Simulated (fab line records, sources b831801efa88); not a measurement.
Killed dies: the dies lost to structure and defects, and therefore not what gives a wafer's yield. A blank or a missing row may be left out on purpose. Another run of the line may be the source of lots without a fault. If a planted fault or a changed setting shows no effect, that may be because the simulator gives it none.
Comparing a struck lot with a sound one | flow sky130 | 14 out of 708 route steps
Sound: these wafers, L296.3, L296.4, L296.5. The struck wafers were L302.2, L302.4, L302.6. At the end, the cause is stated.
Order at every step that has rows: each side's tool, ch and its chambers, its first start. Under that, the readings that differ: sound wafers | struck wafers | difference of the means | sigmas: that difference in standard deviations of wafers without a fault.
alike: readings with means less than 2 such deviations apart, plus words and numbers identical on both sides. not compared: withheld readings, readings lacking a value on some wafer, bounds such as >300 that could conceal the same value, and numbers that have no deviation in the record and whose values overlap.
A row with sigmas, a row that says differs or no value, or rows on one side alone: a step with any of these is where the two part. Numbers that have no deviation but don't overlap get no sigmas and don't part them. A reading that every wafer of one side lacks parts them only if that side has two wafers or more.

first, 3 steps without rows for these wafers: SKY_FIELD_ISO_CLEAN_20 (cleans in dHF, time 20 s); SKY_FIELD_ISO_WET_ETCH_21 (etches SiO2 in dHF, target depth 20 nm, time 400 s); SKY_FIELD_ISO_OXIDATION_22 (stabilise 600 s, purge 300 s, target thk 10 nm).
SKY_FIELD_ISO_THK_MEAS_23:
  sound: film-metro-01 at day 2 23:50; struck: film-metro-02 at day 4 05:49
  alike: FIELD_ISO_OXIDATION_01_THK
then, 1 step without rows for these wafers: SKY_FIELD_ISO_CVD_24 (deposits SiO2, target thk 595 nm, time 99.2 s).
SKY_FIELD_ISO_THK_MEAS_25:
  sound: film-metro-02 at day 2 23:58; struck: film-metro-01 at day 4 05:57
  alike: FIELD_ISO_CVD_24_THK
then, 1 step without rows for these wafers: SKY_FIELD_ISO_ANNEAL_26 (time 1800 s).
SKY_FIELD_ISO_CMP_27: polishes, stops on Si3N4, t overpolish 16 s, target thk 457.8 nm.
  sound on cmp-01 ch 1,3, day 3 01:33; struck on cmp-01 ch 2,3, day 4 07:30
  alike: motor-current-A, overpolish-run-s, time-to-endpoint-s
then, 4 steps without rows for these wafers: SKY_FIELD_ISO_WET_ETCH_28 (etches SiO2 in dHF, target depth 23.7 nm, time 47 s); SKY_FIELD_ISO_WET_ETCH_29 (etches Si3N4 in H3PO4, target depth 160 nm, time 1825 s); SKY_FIELD_ISO_WET_ETCH_30 (etches SiO2 in dHF, target depth 25 nm, time 50 s); SKY_NWELL_CLEAN_00 (cleans in SC1/SC2, time 150 s).
SKY_NWELL_OXIDATION_01: stabilise 600 s, purge 300 s, target thk 10 nm.
  sound on furnace-01 ch 0, day 3 02:25; struck on furnace-01, day 4 09:13
  no value came back on the struck wafers for any of 6 readings (ox-temp-c (C), ox-temp-c-max and others); on the sound wafers ox-temp-c (C) reads 899.6 899.7 900.7
then, 1 step without rows for these wafers: SKY_DNWELL_DEHYDRATE_00 (time 60 s).

## WHERE THEY PART
Only at SKY_NWELL_OXIDATION_01, within this record.

WHY: the cause the simulator had injected
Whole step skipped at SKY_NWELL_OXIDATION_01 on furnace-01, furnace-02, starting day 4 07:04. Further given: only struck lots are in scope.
